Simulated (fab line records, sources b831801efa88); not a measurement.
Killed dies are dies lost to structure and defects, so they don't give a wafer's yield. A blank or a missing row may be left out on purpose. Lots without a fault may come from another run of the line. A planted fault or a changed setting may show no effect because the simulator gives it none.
Which tool did it? | flow sky130 | 24 lots, 72 wafers sampled, at 3 steps of a route of 708

WHAT THE GAUGES READ, wafer by wafer
SKY_VIA3_THK_MEAS_23: measures by xrf.
lot  | measured     | on            | VIA3_W_THK (nm)
L074 | day 39 23:38 | film_metro-02 | 405 414 406
L075 | day 40 05:38 | film_metro-02 | 396 396 400
L076 | day 40 12:02 | film_metro-02 | 401 410 407
L078 | day 40 21:19 | film_metro-02 | 402 400 406
L077 | day 41 01:13 | film_metro-03 | 401 402 401
L079 | day 41 15:34 | film_metro-02 | 402 406 404
L080 | day 41 16:20 | film_metro-04 | 397 405 396
L081 | day 42 03:10 | film_metro-04 | 411 405 412
L082 | day 42 04:01 | film_metro-04 | 403 405 413
L083 | day 42 10:13 | film_metro-04 | 407 407 402
L084 | day 43 00:54 | film_metro-03 | 392 403 399
L085 | day 43 03:37 | film_metro-03 | 398 403 386
L086 | day 43 11:36 | film_metro-04 | 403 403 399
L087 | day 43 14:44 | film_metro-02 | 405 406 403
L088 | day 44 00:21 | film_metro-04 | 392 390 397
L089 | day 44 11:54 | film_metro-03 | 405 392 394
L091 | day 44 18:53 | film_metro-03 | 410 410 409
L090 | day 44 19:23 | film_metro-04 | 389 389 391
L092 | day 45 06:35 | film_metro-04 | 412 410 408
L093 | day 45 13:27 | film_metro-04 | 407 393 414
L094 | day 45 19:59 | film_metro-03 | 397 393 399
L097 | day 46 07:02 | film_metro-04 | 396 405 409
L095 | day 46 07:54 | film_metro-04 | 391 395 391
L096 | day 46 11:28 | film_metro-02 | 405 404 408

SKY_CAP2M_OVL_MEAS_12.
lot  | measured     | on         | CAP2M_OVL (nm)
L074 | day 41 00:22 | overlay-02 | -0.6 -0.8 0.0
L075 | day 41 06:24 | overlay-02 | -2.9 -3.8 -1.5
L076 | day 41 11:55 | overlay-02 | -3.5 0.3 -2.4
L078 | day 41 21:13 | overlay-01 | -0.5 -1.0 -2.7
L077 | day 42 01:46 | overlay-02 | -3.7 -3.0 -3.6
L079 | day 42 16:13 | overlay-01 | -2.8 -0.6 -3.4
L080 | day 42 16:47 | overlay-02 | -0.4 0.7 -1.7
L081 | day 43 02:54 | overlay-01 | -3.8 -4.1 -4.2
L082 | day 43 04:13 | overlay-01 | 0.2 -0.4 -1.7
L083 | day 43 09:51 | overlay-01 | 0.7 -1.4 1.3
L084 | day 43 23:01 | overlay-02 | -0.2 0.4 -1.4
L085 | day 44 02:04 | overlay-01 | -1.9 -4.5 -3.7
L086 | day 44 12:29 | overlay-02 | -0.2 -1.6 -1.5
L087 | day 44 13:52 | overlay-02 | -2.1 -3.3 -1.7
L088 | day 44 22:34 | overlay-02 | -0.3 -0.5 1.0
L089 | day 45 09:50 | overlay-02 | -1.5 -2.2 -3.7
L091 | day 45 16:52 | overlay-02 | -2.2 -2.9 -2.3
L090 | day 45 17:31 | overlay-01 | -3.1 -2.1 -1.6
L092 | day 46 04:48 | overlay-01 | -0.7 -2.1 -2.3
L093 | day 46 11:20 | overlay-02 | -3.2 -5.3 -3.3
L094 | day 46 17:30 | overlay-01 | -5.1 -3.9 -3.3
L097 | day 47 04:05 | overlay-02 | -2.7 -3.1 -2.0
L095 | day 47 04:07 | overlay-01 | -3.1 -0.3 -1.2
L096 | day 47 08:25 | overlay-01 | -3.4 -4.6 -3.1

WHICH TOOL RAN EACH LOT (tool, then ch and the chambers of the sampled wafers, then the start)
lot  | SKY_METAL3_SPUTTER_04
L074 | pvd_sputter-01, day 36 15:19
L075 | pvd_sputter-02, day 36 20:11
L076 | pvd_sputter-01, day 37 04:35
L078 | pvd_sputter-03, day 37 13:27
L077 | pvd_sputter-01, day 37 18:17
L079 | pvd_sputter-01, day 38 10:03
L080 | pvd_sputter-02, day 38 10:41
L081 | pvd_sputter-03, day 38 22:28
L082 | pvd_sputter-01, day 38 23:02
L083 | pvd_sputter-01, day 39 05:20
L084 | pvd_sputter-03, day 39 22:49
L085 | pvd_sputter-01, day 40 00:22
L086 | pvd_sputter-01, day 40 08:53
L087 | pvd_sputter-01, day 40 12:49
L088 | pvd_sputter-01, day 40 23:41
L089 | pvd_sputter-02, day 41 08:26
L091 | pvd_sputter-03, day 41 17:50
L090 | pvd_sputter-01, day 41 18:03
L092 | pvd_sputter-03, day 42 05:48
L093 | pvd_sputter-03, day 42 14:10
L094 | pvd_sputter-03, day 42 22:43
L097 | pvd_sputter-03, day 43 11:04
L095 | pvd_sputter-01, day 43 11:40
L096 | pvd_sputter-03, day 43 14:01
- SKY_METAL3_SPUTTER_04: material TiN, target thk 70 nm, time 58.3 s.

WHAT THE TOOLS THEMSELVES READ (means of the sampled wafers that have a number; where no wafer has one, the mark that the record gives instead)
SKY_METAL3_SPUTTER_04.
lot  | tool           | throttle_valve_pct (%)
L074 | pvd_sputter-01 | 30.0
L075 | pvd_sputter-02 | 29.0
L076 | pvd_sputter-01 | 30.4
L078 | pvd_sputter-03 | 29.6
L077 | pvd_sputter-01 | 29.3
L079 | pvd_sputter-01 | 31.4
L080 | pvd_sputter-02 | 29.4
L081 | pvd_sputter-03 | 29.6
L082 | pvd_sputter-01 | 31.6
L083 | pvd_sputter-01 | 29.4
L084 | pvd_sputter-03 | 30.2
L085 | pvd_sputter-01 | 29.4
L086 | pvd_sputter-01 | 30.7
L087 | pvd_sputter-01 | 30.8
L088 | pvd_sputter-01 | 30.3
L089 | pvd_sputter-02 | 30.3
L091 | pvd_sputter-03 | 30.2
L090 | pvd_sputter-01 | 31.1
L092 | pvd_sputter-03 | 29.6
L093 | pvd_sputter-03 | 30.1
L094 | pvd_sputter-03 | 29.2
L097 | pvd_sputter-03 | 29.9
L095 | pvd_sputter-01 | 29.8
L096 | pvd_sputter-03 | 29.8

THE ANSWER, worked out from the rows above alone
Rule: what is usual is taken from the lots themselves. Put in order of their means at a reading, lots are off if they are a third of the lots or fewer, leave a main group of 4 or more, and stand apart from it by a gap of 3 or more times the standard deviation of the main group's means; of several such gaps the widest counts. A main group whose means are all the same, to the digits that the tables above print for the reading, isn't used. A lot without any number at a reading at which 4 lots or more have one is off too. The other lots that the step has rows for count as sound. The gauges are gone through in route order, then the tools' own readings, and for those a lot's mean is taken as printed above. The first step at which some lot is off is used, and at that step the reading that is off furthest; a lot without a number counts as furthest.
No lot is off at any reading shown: from this, nothing can be told.

WHAT THE SIMULATOR HAD PUT IN
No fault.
